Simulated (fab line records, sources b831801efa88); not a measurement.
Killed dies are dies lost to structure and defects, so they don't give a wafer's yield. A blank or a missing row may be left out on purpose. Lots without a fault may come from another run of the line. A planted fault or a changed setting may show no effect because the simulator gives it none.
Which tool did it? | flow sky130 | 7 lots, 21 wafers sampled, at 3 steps of a route of 708

WHAT THE GAUGES READ, wafer by wafer
SKY_METAL5_RS_MEAS_05: measures by four-point-probe.
lot  | measured     | on            | METAL5_ALCU_RS (ohm/sq)
L838 | day 43 06:58 | film_metro-04 | 0.0269 0.0268 0.0273
L842 | day 44 01:53 | film_metro-01 | 0.0194 0.0196 0.0193 0.0194 0.0196 0.0194
L850 | day 46 08:47 | film_metro-04 | 0.0273 0.0271 0.0272
L852 | day 47 18:22 | film_metro-01 | 0.0266 0.0267 0.0268
L853 | day 48 00:58 | film_metro-04 | 0.0268 0.0271 0.0268
L857 | day 48 01:21 | film_metro-01 | 0.0273 0.0274 0.0272
L859 | day 48 11:13 | film_metro-02 | 0.0270 0.0268 0.0265

WHICH TOOL RAN EACH LOT (tool, then ch and the chambers of the sampled wafers, then the start)
lot  | SKY_METAL5_SPUTTER_02        | SKY_METAL5_SPUTTER_03
L838 | pvd_sputter-04, day 43 06:49 | pvd_sputter-04, day 43 06:52
L842 | pvd_sputter-04, day 44 01:43 | pvd_sputter-04, day 44 01:46
L850 | pvd_sputter-03, day 46 08:40 | pvd_sputter-03, day 46 08:43
L852 | pvd_sputter-04, day 47 18:13 | pvd_sputter-04, day 47 18:16
L853 | pvd_sputter-03, day 48 00:51 | pvd_sputter-03, day 48 00:54
L857 | pvd_sputter-04, day 48 01:13 | pvd_sputter-04, day 48 01:16
L859 | pvd_sputter-04, day 48 11:05 | pvd_sputter-04, day 48 11:08
- SKY_METAL5_SPUTTER_02: material AlCu, target thk 1150 nm, time 61.2 s.
- SKY_METAL5_SPUTTER_03: material Ti, target thk 5 nm, time 3.3 s.

THE ANSWER, worked out from the rows above alone
Rule: what is usual is taken from the lots themselves. Put in order of their means at a reading, lots are off if they are a third of the lots or fewer, leave a main group of 4 or more, and stand apart from it by a gap of 3 or more times the standard deviation of the main group's means; of several such gaps the widest counts. A main group whose means are all the same, to the digits that the tables above print for the reading, isn't used. A lot without any number at a reading at which 4 lots or more have one is off too. The other lots that the step has rows for count as sound.
Off: L842, at SKY_METAL5_RS_MEAS_05 (METAL5_ALCU_RS). The main group: mean 0.0270 ohm/sq, standard deviation 0.00022.
A tool fits if, at a process step before that reading, it ran every lot that is off, and no sound lot after the first of them. The gauges at SKY_METAL5_RS_MEAS_05 are tried like those tools. None of those tried fits.

WHAT THE SIMULATOR HAD PUT IN
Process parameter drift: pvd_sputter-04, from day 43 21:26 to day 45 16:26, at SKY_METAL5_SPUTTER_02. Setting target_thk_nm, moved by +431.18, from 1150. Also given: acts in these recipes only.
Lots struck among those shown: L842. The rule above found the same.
